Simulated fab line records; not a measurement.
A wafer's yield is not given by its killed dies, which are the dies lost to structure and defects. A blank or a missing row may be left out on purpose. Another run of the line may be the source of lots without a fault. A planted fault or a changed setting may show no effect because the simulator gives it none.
Code-filled problem report in 8D (eight disciplines) form | flow sky130 | the parts of the form that need people (team, actions taken, sign-off) are left out

1. WHAT WENT WRONG
Mean of plate temp C at SKY_VIA2_SOFTBAKE_08: 95.19 C across 6 wafers in 2 lots; on wafers with no fault it is 100.01 C (standard deviation 0.13). That puts it -37 standard deviations away from the usual mean.
The step: time 90 s.
First observed at day 40 05:00: wafer L398.1, on litho track-03. Wafers with a number at this step in the record: 36, from 12 lots. Rule for "out" (also "out of limits"): further than 4 standard deviations from the usual mean. Any other wafer with a number is counted as sound.

2. WHAT IT IS; WHAT IT IS NOT
question                    | is                                 | is not
which readings at this step | plate temp C, heater power total W | chill plate temp C
which lots                  | L398, L402                         | L384, L387, L388, L389, L390, L394, L395, L396, L397, L399
which wafers of those lots  | all that have a number             | -
read on which tools         | litho track-03                     | litho track-02, litho track-04
when                        | from day 40 05:00                  | up to then (30 sound wafers)

3. WHAT RULES OUT EACH SUSPECT
Counting: a tool at any process step up to the reading remains a suspect when it ran all the lots that are out and ran no sound lot after the first of those.
- pvd sputter-03 at SKY_VIA1_SPUTTER_20 (material TiN, target thk 20 nm, time 80 s): kept. Every lot that is out went through it, starting with L398 (day 38 14:53), and after that it ran no sound lot; the last sound lot it ran before then is L396 (day 38 00:11).
- litho track-03 at SKY_VIA2_SOFTBAKE_08 (time 90 s): kept. Every lot that is out went through it, starting with L398 (day 40 05:00), and after that it ran no sound lot; the last sound lot it ran before then is L397 (day 39 23:00). Out on those wafers are its own readings of heater power total W, plate temp C.
Left after counting: pvd sputter-03 at SKY_VIA1_SPUTTER_20, litho track-03 at SKY_VIA2_SOFTBAKE_08.

4. THE CAUSE (what the simulator had put in)
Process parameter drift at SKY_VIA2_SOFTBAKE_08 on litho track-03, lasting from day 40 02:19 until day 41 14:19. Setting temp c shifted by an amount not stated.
2 suspects survive the count, and this tool is in that group.

5. THE CHAIN OF EFFECTS, in route order
Each row: a reading where the mean over the struck wafers with a number is more than 3 standard deviations away from the usual. Only readings whose record carries a usual standard deviation are examined. hours: median over the lots of the time between each lot's start at the first step of this table that gives one and its start at this step. sigmas: the change, counted in usual standard deviations.
hours | step                 | reading              | usual    | on struck wafers | change | sigmas
0     | SKY_VIA2_SOFTBAKE_08 | heater power total W | 57.36 W  | 53.55            | -3.81  | -32
0     | SKY_VIA2_SOFTBAKE_08 | plate temp C         | 100.01 C | 95.19            | -4.83  | -37
It contains these process steps:
- SKY_VIA2_SOFTBAKE_08: time 90 s.

6. HOW IT WOULD HAVE BEEN CAUGHT EARLIER
In this record the first reading out of limits was taken at day 40 05:00, 3 hours after the fault began at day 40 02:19.
